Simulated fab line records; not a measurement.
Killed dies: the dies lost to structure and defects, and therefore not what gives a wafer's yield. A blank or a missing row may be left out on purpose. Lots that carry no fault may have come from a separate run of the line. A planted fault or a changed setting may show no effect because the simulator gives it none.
fab line records | flow sky130
[record] lots = 14 wafers = 42 last-day = 50
route steps=708 shown VT_ADJUST_NCORE@129 SPACER@306 POLY_CUT@318 RES_XHIGH@341 SD_N@354
lots that met no fault: taken from a fault-free run of the same line
start-h: hours from the record's opening day to when the first of the lot's shown wafers began | wait-h: time in hours since the lot's previous step | " identical to the entry in the row above | L1.1+2: one row covering several wafers at once | - either no value or no given start | * or withheld: withheld | < > ~ a bound
route shown NAME@n: a module of which the file shows steps, and the number in the route of the first | usual: mean and standard deviation over wafers with no fault | same: alike in all rows | chamber/n: place in a boat | sites: each site's reading | _std_site: the values' standard deviation | _edge_site: inner sites' mean taken away from outer sites' mean | radius-mm: for every site, how far away it sits from the centre of the wafer | mask NAME#n: copy n | behind: the most recent tool/chamber to have shaped the wafer | hold: why the lot went on hold/how many hours it stayed there/how the hold came to an end | device: the transistor (n, p or np) that didn't switch | end of line: the same wafers' tests at the end of the route | a step given without rows: its recipe and nothing more | killed: dies lost to structure and defects at the first sort, not the wafer's yield | map: per-die view of a wafer (x killed, . not killed, _ where there is no die)
set.NAME: setting as actually run; set.NAME@STEP: the setting as run at that earlier step | model.NAME: the simulator's own value behind a step, which no gauge read
one table for each step of the route and one row for each wafer, over a sample of lots
services: a tool's chamber out of use, with start hour (start-h, from the record's first day; less than 0 if before it), hours out, and reason
[[steps]]
[step SKY_VT_ADJUST_NCORE_STRIP_10]
[recipe] chemistry = O2/N2 power-w = 1400 pressure-mtorr = 1500 platen-temp-c = withheld o2-flow-sccm = 3000 n2-flow-sccm = 300 overash-fraction = 0.5
[usual] drypump-motor-current-A = 5.51/0.24 oes-product-au = 0.716/0.0042 strip-time-to-endpoint-s = 13.93/0.045
// columns lot.wafer tool chamber start-h wait-h drypump-motor-current-A oes-product-au rf-hours-counter-h strip-time-to-endpoint-s
L800.2 plasma-asher-02 1 182.14 0.1 5.22 0.712 49 13.96
L800.3 " 1 " " 5.25 0.713 - 13.96
L800.4 " 0 " " 5.79 0.718 - 13.91
L802.2 plasma-asher-03 0 203.59 0.1 5.25 0.713 36 13.96
L802.3 " 0 " " 5.26 0.714 - 13.92
L802.5 " 0 " " 5.25 0.705 - 13.98
L804.1 plasma-asher-01 0 211.27 0.1 5.56 0.717 11 13.95
L804.4 " 0 " " 5.58 0.718 - 13.93
L804.6 " 1 " " 5.44 0.711 - 13.95
L805.1 plasma-asher-02 0 219.44 0.1 5.77 0.714 51 13.92
L805.3 " 1 " " 5.23 0.714 - 13.93
L805.5 " 0 " " 5.77 0.712 - 13.94
L806.3 plasma-asher-02 0 226.07 0.1 5.74 0.721 - 14.00
L806.5 " 0 " " 5.77 0.710 - 13.98
L806.6 " 1 " " 5.22 0.716 - 13.95
L807.1 plasma-asher-03 1 232.97 0.1 5.78 0.713 39 13.89
L807.3 " 1 " " 5.77 0.710 - 13.90
L807.4 " 0 " " 5.25 0.717 - 13.91
L808.2 plasma-asher-02 1 241.27 0.1 5.25 0.717 53 13.89
L808.5 " 0 " " 5.76 0.721 - 13.88
L808.6 " 1 " " 5.23 0.712 - 13.85
L809.3 plasma-asher-02 1 248.12 0.1 5.29 0.723 - 13.83
L809.4 " 0 " " 5.80 0.722 - 13.90
L809.6 " 0 " " 5.78 0.724 - 13.84
L810.3 plasma-asher-01 1 254.27 0.1 5.45 0.728 - 14.00
L810.5 " 0 " " 5.54 0.716 - 14.01
L810.6 " 1 " " 5.46 0.720 - 14.01
L816.1 plasma-asher-03 1 306.79 0.1 5.75 0.720 47 13.96
L816.2 " 0 " " 5.24 0.718 47 13.89
L816.5 " 0 " " 5.26 0.716 - 13.92
L818.2 plasma-asher-02 0 313.43 0.1 5.75 0.714 59 13.92
L818.3 " 0 " " 5.76 0.726 - 13.90
L818.4 " 1 " " 5.23 0.711 - 13.91
L821.2 plasma-asher-02 1 325.34 0.1 5.25 0.715 60 13.93
L821.4 " 1 " " 5.25 0.712 - 13.93
L821.5 " 0 " " 5.76 0.718 - 13.92
L820.1 plasma-asher-02 1 327.89 0.1 5.23 0.711 61 13.90
L820.5 " 0 " " 5.75 0.710 - 13.95
L820.6 " 1 " " 5.25 0.711 - 13.97
L822.3 plasma-asher-03 1 334.21 0.1 5.76 0.718 - 13.96
L822.4 " 0 " " 5.24 0.716 - 13.91
L822.6 " 0 " " 5.24 0.722 - 13.91
[step SKY_SPACER_ETCHBACK_02]
[recipe] chemistry = CH3F/O2 target = Si3N4 stop-on = SiO2 source-w = 400 bias-w = 80 pressure-mtorr = 25 ch3f-flow-sccm = 40 O2_flow_sccm = 30 time-s = 46.7 target-depth-a = 450
[usual] drypump-motor-current-A = 5.8/0.31 oes-product-au = 0.850/0.0076 throttle-valve-pct = 10.561/0.0087
// columns lot.wafer tool chamber start-h wait-h drypump-motor-current-A oes-product-au rf-hours-counter-h throttle-valve-pct
L800.2 rie-diel-01 3 521.78 0.0 5.9 0.841 6 10.553
L800.3 " 1 " " 5.6 0.846 56 10.553
L800.4 " 2 " " 6.0 0.858 0 10.559
L802.2 rie-diel-03 0 556.99 0.0 6.1 0.843 14 10.562
L802.3 " 2 " " 5.7 0.851 6 10.562
L802.5 " 2 " " 5.7 0.838 - 10.572
L804.1 rie-diel-04 0 568.43 0.1 4.9 0.851 5 10.561
L804.4 " 1 " " 5.7 0.849 7 10.559
L804.6 " 0 " " 4.9 0.851 - 10.565
L805.1 rie-diel-03 0 576.34 0.1 6.1 0.861 14 10.577
L805.3 " 3 " " 5.8 0.849 3 10.567
L805.5 " 2 " " 5.7 0.855 - 10.552
L806.3 rie-diel-01 2 585.47 0.0 6.0 0.848 2 10.573
L806.5 " 3 " " 5.9 0.848 - 10.556
L806.6 " 2 " " 6.0 0.841 - 10.560
L807.1 rie-diel-04 1 594.65 0.1 5.7 0.855 8 10.561
L807.3 " 0 " " 4.9 0.848 6 10.549
L807.4 " 2 " " 6.0 0.851 6 10.557
L808.2 rie-diel-03 2 609.52 0.0 5.7 0.836 7 10.553
L808.5 " 1 " " 5.9 0.846 - 10.570
L808.6 " 0 " " 6.1 0.845 - 10.566
L809.3 rie-diel-03 0 617.49 0.0 6.1 0.854 15 10.578
L809.4 " 1 " " 5.9 0.843 11 10.565
L809.6 " 2 " " 5.7 0.857 - 10.580
L810.3 rie-diel-01 0 626.34 0.0 6.1 0.845 4 10.559
L810.5 " 3 " " 5.9 0.851 - 10.560
L810.6 " 2 " " 6.0 0.848 - 10.561
L816.1 rie-diel-03 2 679.38 0.1 5.7 0.855 8 10.562
L816.2 " 1 " " 5.9 0.865 12 10.562
L816.5 " 1 " " 5.9 0.854 - 10.564
L818.2 rie-diel-03 2 683.54 0.0 5.7 0.843 8 10.579
L818.3 " 0 " " 6.1 0.844 16 10.562
L818.4 " 3 " " 5.8 0.846 5 10.571
L821.2 rie-diel-01 3 695.39 0.0 5.9 0.851 10 10.556
L821.4 " 3 " " 5.9 0.845 - 10.550
L821.5 " 2 " " 6.0 0.848 - 10.563
L820.1 rie-diel-04 0 699.59 0.1 4.9 0.855 8 10.572
L820.5 " 3 " " 5.8 0.847 - 10.564
L820.6 " 0 " " 5.0 0.857 - 10.572
L822.3 rie-diel-04 3 703.55 0.0 5.8 0.851 10 10.574
L822.4 " 2 " " 6.0 0.860 8 10.559
L822.6 " 2 " " 6.0 0.860 - 10.552
[step SKY_POLY_CUT_ETCH_11]
[recipe] target = Si3N4 chemistry = CF4/CH2F2/Ar stop-on = poly-Si source-w = 600 bias-w = 150 pressure-mtorr = 40 cf4-flow-sccm = 40 ch2f2-flow-sccm = 20 Ar_flow_sccm = 150 time-s = 42.5 target-depth-a = 600
[usual] drypump-motor-current-A = 5.9/0.49 mfc-ar-sccm = 150.0/0.44 oes-product-au = 0.828/0.0077 throttle-valve-pct = 14.995/0.009
// columns lot.wafer tool chamber start-h wait-h drypump-motor-current-A mfc-ar-sccm oes-product-au rf-hours-counter-h throttle-valve-pct
L800.2 rie-diel-02 0 552.21 0.0 6.7 150.5 0.840 6 14.989
L800.3 " 2 " " 5.1 150.5 0.831 5 15.001
L800.4 " 3 " " 5.1 150.2 0.833 3 14.988
L802.2 rie-diel-02 1 587.23 0.0 6.0 150.2 0.829 4 15.002
L802.3 " 0 " " 6.7 150.3 0.840 7 14.992
L802.5 " 3 " " 5.0 149.6 0.835 - 14.988
L804.1 rie-diel-03 1 599.06 0.0 5.9 150.4 0.841 11 15.001
L804.4 " 2 " " 5.7 150.1 0.831 7 15.003
L804.6 " 2 " " 5.7 150.5 0.828 - 15.000
L805.1 rie-diel-01 0 607.03 0.0 6.1 149.0 0.837 3 14.998
L805.3 " 3 " " 5.9 149.8 0.838 8 14.999
L805.5 " 1 " " 5.6 149.6 0.837 - 14.997
L806.3 rie-diel-01 1 615.06 0.0 5.6 150.7 0.842 58 15.005
L806.5 " 1 " " 5.6 150.8 0.827 - 14.985
L806.6 " 0 " " 6.2 149.7 0.831 - 15.005
L807.1 rie-diel-03 0 624.11 0.0 6.1 149.9 0.823 15 14.990
L807.3 " 3 " " 5.9 149.8 0.825 3 14.993
L807.4 " 1 " " 5.9 149.9 0.826 11 15.001
L808.2 rie-diel-02 0 638.16 0.0 6.7 150.1 0.831 8 14.976
L808.5 " 3 " " 5.1 150.8 0.832 - 14.989
L808.6 " 0 " " 6.7 149.9 0.830 - 14.993
L809.3 rie-diel-01 3 645.83 0.0 5.9 149.4 0.810 9 15.001
L809.4 " 1 " " 5.6 150.0 0.812 59 15.002
L809.6 " 1 " " 5.6 149.7 0.807 - 14.995
L810.3 rie-diel-02 3 655.78 0.0 5.0 150.5 0.825 5 14.992
L810.5 " 1 " " 6.0 150.5 0.820 - 15.001
L810.6 " 0 " " 6.7 149.6 0.822 - 14.975
L816.1 rie-diel-02 0 708.31 0.0 6.7 150.0 0.790 10 14.981
L816.2 " 3 " " 5.0 150.0 0.794 6 14.978
L816.5 " 0 " " 6.7 150.0 0.787 - 14.995
L818.2 rie-diel-01 2 711.38 0.0 5.9 150.2 0.793 5 14.991
L818.3 " 0 " " 6.1 149.1 0.793 6 14.980
L818.4 " 3 " " 5.9 149.9 0.796 - 14.983
L821.2 rie-diel-02 1 723.81 0.0 6.0 149.1 0.837 8 14.993
L821.4 " 2 " " 5.2 149.9 0.841 9 15.002
L821.5 " 1 " " 6.0 149.3 0.846 - 15.003
L820.1 rie-diel-01 3 728.03 0.0 5.9 149.3 0.833 11 14.980
L820.5 " 1 " " 5.6 150.4 0.838 - 14.989
L820.6 " 0 " " 6.1 149.8 0.830 - 14.995
L822.3 rie-diel-02 1 731.36 0.0 6.0 149.7 0.820 8 14.993
L822.4 " 3 " " 5.0 150.4 0.822 7 15.002
L822.6 " 0 " " 6.7 149.7 0.818 - 15.002
[step SKY_RES_XHIGH_TW_MEAS_09]
[usual] RES_XHIGH_TW = 1640/9.6
// columns lot.wafer tool chamber start-h wait-h RES_XHIGH_TW
L800.2 film-metro-01 - 613.07 0.1 1647
L800.3 " - " " 1643
L800.4 " - " " 1636
L802.2 film-metro-03 - 646.03 0.1 1639
L802.3 " - " " 1635
L802.5 " - " " 1644
L804.1 film-metro-04 - 656.88 0.1 1644
L804.4 " - " " 1631
L804.6 " - " " 1629
L805.1 film-metro-03 - 664.76 0.1 1631
L805.3 " - " " 1633
L805.5 " - " " 1632
L806.3 film-metro-03 - 672.33 0.1 1629
L806.5 " - " " 1638
L806.6 " - " " 1640
L807.1 film-metro-01 - 682.07 0.1 1665
L807.3 " - " " 1658
L807.4 " - " " 1664
L808.2 film-metro-03 - 695.77 0.1 1639
L808.5 " - " " 1631
L808.6 " - " " 1641
L809.3 film-metro-03 - 702.09 0.1 1631
L809.4 " - " " 1636
L809.6 " - " " 1631
L810.3 film-metro-04 - 712.35 0.1 1643
L810.5 " - " " 1637
L810.6 " - " " 1635
L816.1 film-metro-01 - 762.72 0.1 1648
L816.2 " - " " 1652
L816.5 " - " " 1639
L818.2 film-metro-01 - 766.93 0.1 1644
L818.3 " - " " 1638
L818.4 " - " " 1644
L821.2 film-metro-03 - 778.74 0.1 1641
L821.4 " - " " 1636
L821.5 " - " " 1636
L820.1 film-metro-04 - 782.31 0.1 1641
L820.5 " - " " 1638
L820.6 " - " " 1638
L822.3 film-metro-03 - 785.63 0.1 1634
L822.4 " - " " 1636
L822.6 " - " " 1634
[step SKY_SD_N_TW_MEAS_12]
[usual] SD_N_TW = 3990/23
// columns lot.wafer tool chamber start-h wait-h SD_N_TW
L800.2 film-metro-03 - 642.63 0.1 3991
L800.3 " - " " 4001
L800.4 " - " " 3986
L802.2 film-metro-01 - 674.58 0.1 4051
L802.3 " - " " 4018
L802.5 " - " " 4010
L804.1 film-metro-04 - 685.18 0.1 3985
L804.4 " - " " 3968
L804.6 " - " " 3989
L805.1 film-metro-01 - 693.64 0.1 4030
L805.3 " - " " 3994
L805.5 " - " " 4011
L806.3 film-metro-03 - 700.25 0.1 3964
L806.5 " - " " 3955
L806.6 " - " " 3961
L807.1 film-metro-04 - 710.97 0.1 3998
L807.3 " - " " 3989
L807.4 " - " " 3970
L808.2 film-metro-01 - 724.48 0.1 4024
L808.5 " - " " 4031
L808.6 " - " " 4034
L809.3 film-metro-03 - 730.24 0.1 3966
L809.4 " - " " 3977
L809.6 " - " " 3975
L810.3 film-metro-04 - 740.86 0.1 3976
L810.5 " - " " 3969
L810.6 " - " " 3959
L816.1 film-metro-04 - 790.43 0.1 3975
L816.2 " - " " 3976
L816.5 " - " " 3978
L818.2 film-metro-04 - 794.80 0.1 3982
L818.3 " - " " 3978
L818.4 " - " " 3981
L821.2 film-metro-04 - 805.53 0.1 4002
L821.4 " - " " 3985
L821.5 " - " " 4012
L820.1 film-metro-01 - 808.24 0.1 4002
L820.5 " - " " 4017
L820.6 " - " " 4011
L822.3 film-metro-04 - 811.60 0.1 3986
L822.4 " - " " 3989
L822.6 " - " " 3980
[[services]]
// columns tool chamber start-h hours kind
rie-diel-02 3 180.27 3.5 repair
plasma-asher-02 - 185.47 13.6 repair
rie-diel-02 1 187.97 1.3 repair
rie-diel-02 1 214.13 12.9 repair
rie-diel-02 2 247.94 4.6 repair
rie-diel-02 1 266.79 5.1 repair
plasma-asher-02 - 284.48 5.2 repair
rie-diel-01 2 288.08 14.1 repair
rie-diel-03 - 336.02 14.6 pm
rie-diel-03 - 350.62 2.8 pm
rie-diel-03 3 364.22 3.0 repair
rie-diel-01 1 371.19 8.6 repair
rie-diel-01 0 406.02 4.5 repair
rie-diel-03 3 409.55 6.9 repair
rie-diel-01 0 420.25 16.6 repair
rie-diel-03 0 444.40 2.9 repair
rie-diel-03 0 514.22 5.2 repair
rie-diel-01 - 514.44 2.8 pm
rie-diel-03 0 560.78 1.8 repair
rie-diel-01 2 563.10 4.2 repair
rie-diel-01 0 630.68 7.6 repair
rie-diel-01 0 659.57 14.6 repair
rie-diel-01 2 719.34 4.0 repair
rie-diel-01 3 722.78 1.4 repair
[[key]]
[first-sign] step = SKY_POLY_CUT_ETCH_11 reading = oes-product-au direction = down sigmas = 4.6 usual = 0.828 struck = 0.792
effect none on later readings
met-at SKY_SPACER_ETCHBACK_02
struck-lots L816,L818
sort-left-out L816.1,L816.2,L816.5,L818.2,L818.3,L818.4
tester-left-out L816,L818
not-acting-at SKY_VT_ADJUST_NCORE_STRIP_10,SKY_RES_XHIGH_TW_MEAS_09,SKY_SD_N_TW_MEAS_12
onset-between 617.49 679.38
[fault] kind = process-parameter-drift tool = rie-diel-03 chamber = - onset-h = 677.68 steps = SKY_SPACER_ETCHBACK_02 channel = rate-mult offset = 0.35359 shape = step end-h = 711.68
// tester-left-out: of these lots the tester's yield and bins aren't shown, on N5 and GAA mostly nor the transistor test; their killed dies are dies lost to structure and defects alone, not to doping, threshold or leakage, so they don't give the yield
// sort-left-out: the simulated sort isn't trusted on such a fault, so these wafers' sort isn't shown, and their yield isn't known
